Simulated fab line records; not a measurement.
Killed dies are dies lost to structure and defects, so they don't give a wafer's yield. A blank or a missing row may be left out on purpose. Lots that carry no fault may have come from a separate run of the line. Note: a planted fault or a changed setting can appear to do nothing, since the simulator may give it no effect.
Which tool did it?	flow gf180mcu	13 lots with 39 wafers sampled at 5 steps, on a route of 602 steps

## WHAT EACH GAUGE READ, for each wafer
GF_POLY_GATE_THK_MEAS_01.
lot	measured	on	POLY_GATE_CVD_00_THK (nm)
L353	day 8 18:35	film-metro-02	200.3 199.1 199.2
L355	day 9 00:22	film-metro-02	200.3 201.3 201.4
L354	day 9 02:32	film-metro-03	200.8 199.8 199.4
L356	day 9 06:29	film-metro-03	201.4 200.6 202.5
L358	day 9 23:54	film-metro-03	198.5 199.5 199.4
L359	day 10 07:32	film-metro-02	199.5 198.6 199.2
L360	day 10 10:58	film-metro-02	199.4 199.8 200.4
L364	day 11 15:53	film-metro-03	285.0 285.2 286.0 284.7 285.0 285.7
L365	day 11 21:41	film-metro-03	287.0 288.7 287.7 287.0 288.7 287.9
L368	day 12 23:06	film-metro-02	202.0 203.1 202.9
L373	day 14 08:49	film-metro-03	199.7 200.1 200.2
L374	day 14 11:47	film-metro-03	197.9 199.8 197.4
L376	day 15 05:02	film-metro-02	201.7 200.2 200.8

GF_POLY_GATE_THK_MEAS_17.
lot	measured	on	POLY_GATE_OXIDATION_THK (nm)
L353	day 9 14:08	film-metro-04	3.94 4.00 4.02
L355	day 9 19:24	film-metro-03	4.02 4.02 4.03
L354	day 9 22:17	film-metro-03	3.94 4.06 3.91
L356	day 10 01:46	film-metro-03	3.93 3.86 3.83
L358	day 10 18:56	film-metro-03	3.97 4.04 3.97
L359	day 11 03:52	film-metro-03	4.02 4.04 4.09
L360	day 11 07:47	film-metro-03	4.05 4.01 4.04
L368	day 13 22:08	film-metro-02	4.11 4.05 4.09
L373	day 15 07:59	film-metro-02	3.91 3.95 3.79
L374	day 15 10:20	film-metro-02	4.02 4.04 4.01
L376	day 16 04:35	film-metro-03	4.09 4.08 4.03

GF_HV_LDD_CD_MEAS_07 targets a cd of 400 nm.
lot	measured	on	cd-nm (nm)
L353	day 10 07:08	cd-sem-02	399.9 399.9 397.1
L355	day 10 12:49	cd-sem-01	398.2 398.7 398.0
L354	day 10 16:10	cd-sem-01	400.3 401.5 400.7
L356	day 10 19:44	cd-sem-02	398.5 399.3 399.0
L358	day 11 13:37	cd-sem-01	397.5 400.1 399.3
L359	day 11 22:53	cd-sem-01	402.2 402.6 401.8
L360	day 12 02:06	cd-sem-02	396.9 398.9 398.7
L368	day 14 19:37	cd-sem-02	400.3 398.0 398.7
L373	day 16 06:10	cd-sem-02	397.3 396.3 397.1
L374	day 16 08:25	cd-sem-01	405.4 403.3 403.0
L376	day 17 04:56	cd-sem-01	398.4 397.4 397.6

## EACH LOT AND THE TOOL THAT RAN IT (in order: tool; ch and the chambers of the sampled wafers; start)
lot	GF_MVSD_STRIP_10	GF_POLY_GATE_CVD_00
L353	plasma-asher-02 ch 0,1, day 4 16:42	lpcvd-01 ch 0, day 8 17:14
L355	plasma-asher-02 ch 0,1, day 4 22:55	lpcvd-02 ch 1, day 8 23:02
L354	plasma-asher-01 ch 0,1, day 4 23:42	lpcvd-02 ch 1, day 9 01:13
L356	plasma-asher-02 ch 0,1, day 5 04:27	lpcvd-02 ch 1, day 9 05:08
L358	plasma-asher-01 ch 0,1, day 5 18:15	lpcvd-02 ch 0, day 9 21:54
L359	plasma-asher-01 ch 0,1, day 5 20:34	lpcvd-01 ch 0, day 10 05:32
L360	plasma-asher-02 ch 0,1, day 6 02:35	lpcvd-02 ch 1, day 10 08:57
L364	plasma-asher-02 ch 0,1, day 7 03:33	lpcvd-02 ch 1, day 11 14:33
L365	plasma-asher-02 ch 1, day 7 07:04	lpcvd-02 ch 0, day 11 20:21
L368	plasma-asher-04 ch 0,1, day 8 04:19	lpcvd-01 ch 0, day 12 21:46
L373	plasma-asher-02 ch 0,1, day 9 08:06	lpcvd-02 ch 0, day 14 07:29
L374	plasma-asher-02 ch 0, day 9 11:52	lpcvd-01 ch 1, day 14 10:26
L376	plasma-asher-04 ch 0, day 10 01:03	lpcvd-02 ch 0, day 15 03:41
- GF_MVSD_STRIP_10: strips in O2/N2.
- GF_POLY_GATE_CVD_00: deposits poly-Si, target thk 200 nm, time 1200 s.

## WHAT THE TOOLS THEMSELVES READ (means of the sampled wafers that have a number; where no wafer has one, the mark that the record gives instead)
GF_MVSD_STRIP_10.
lot	tool	drypump-motor-current-A (A)	heater-power-w (W)	oes-product-au (a.u.)	strip-time-to-endpoint-s (s)
L353	plasma-asher-02	5.9	304	0.721	36.93
L355	plasma-asher-02	6.2	314	0.725	36.87
L354	plasma-asher-01	6.1	353	0.721	36.94
L356	plasma-asher-02	6.2	311	0.725	36.97
L358	plasma-asher-01	5.6	327	0.725	36.92
L359	plasma-asher-01	6.1	355	0.724	36.93
L360	plasma-asher-02	6.2	313	0.718	36.81
L364	plasma-asher-02	6.1	310	0.720	36.99
L365	plasma-asher-02	6.4	307	0.723	36.90
L368	plasma-asher-04	5.5	328	0.721	36.84
L373	plasma-asher-02	5.9	309	0.718	36.90
L374	plasma-asher-02	5.6	316	0.721	36.85
L376	plasma-asher-04	4.9	322	0.720	36.82

GF_POLY_GATE_CVD_00.
lot	tool	spike-tc-lower-C (C)	susceptor-temp-C (C)
L353	lpcvd-01	619.5	619.88
L355	lpcvd-02	620.5	619.59
L354	lpcvd-02	619.3	620.26
L356	lpcvd-02	620.2	620.12
L358	lpcvd-02	620.6	620.12
L359	lpcvd-01	619.6	620.00
L360	lpcvd-02	620.0	620.11
L364	lpcvd-02	619.2	619.82
L365	lpcvd-02	621.5	619.85
L368	lpcvd-01	620.2	619.84
L373	lpcvd-02	622.3	620.21
L374	lpcvd-01	621.1	620.05
L376	lpcvd-02	621.2	620.17

## THE ANSWER, worked out from the rows above alone
Rule: usual is defined by the lots themselves. Put in order of their means at a reading, lots are off if they are a third of the lots or fewer, leave a main group of 4 or more, and stand apart from it by a gap of 3 or more times the standard deviation of the main group's means; of several such gaps the widest counts. If all means in a main group match to the digits the tables above print for the reading, that group is not used. Also off: a lot with no number at a reading for which 4 or more lots have one. The other lots that the step has rows for count as sound. Order of review: gauges by route order, followed by the tools' own readings, for which a lot's mean as printed above is used. At the first step where some lot is off, the reading lying furthest off is the one used; lots without a number count as furthest.
Off: at GF_POLY_GATE_THK_MEAS_01 (POLY_GATE_CVD_00_THK), L364, L365. For the main group the mean is 200.2 nm and the standard deviation 1.2.
A tool fits if, at a process step before that reading, it ran every lot that is off, and no sound lot after the first of them. Those tools and the gauges at GF_POLY_GATE_THK_MEAS_01 are tried in the same way. Not one of the candidates tried fits.

## WHAT WAS PUT IN BY THE SIMULATOR
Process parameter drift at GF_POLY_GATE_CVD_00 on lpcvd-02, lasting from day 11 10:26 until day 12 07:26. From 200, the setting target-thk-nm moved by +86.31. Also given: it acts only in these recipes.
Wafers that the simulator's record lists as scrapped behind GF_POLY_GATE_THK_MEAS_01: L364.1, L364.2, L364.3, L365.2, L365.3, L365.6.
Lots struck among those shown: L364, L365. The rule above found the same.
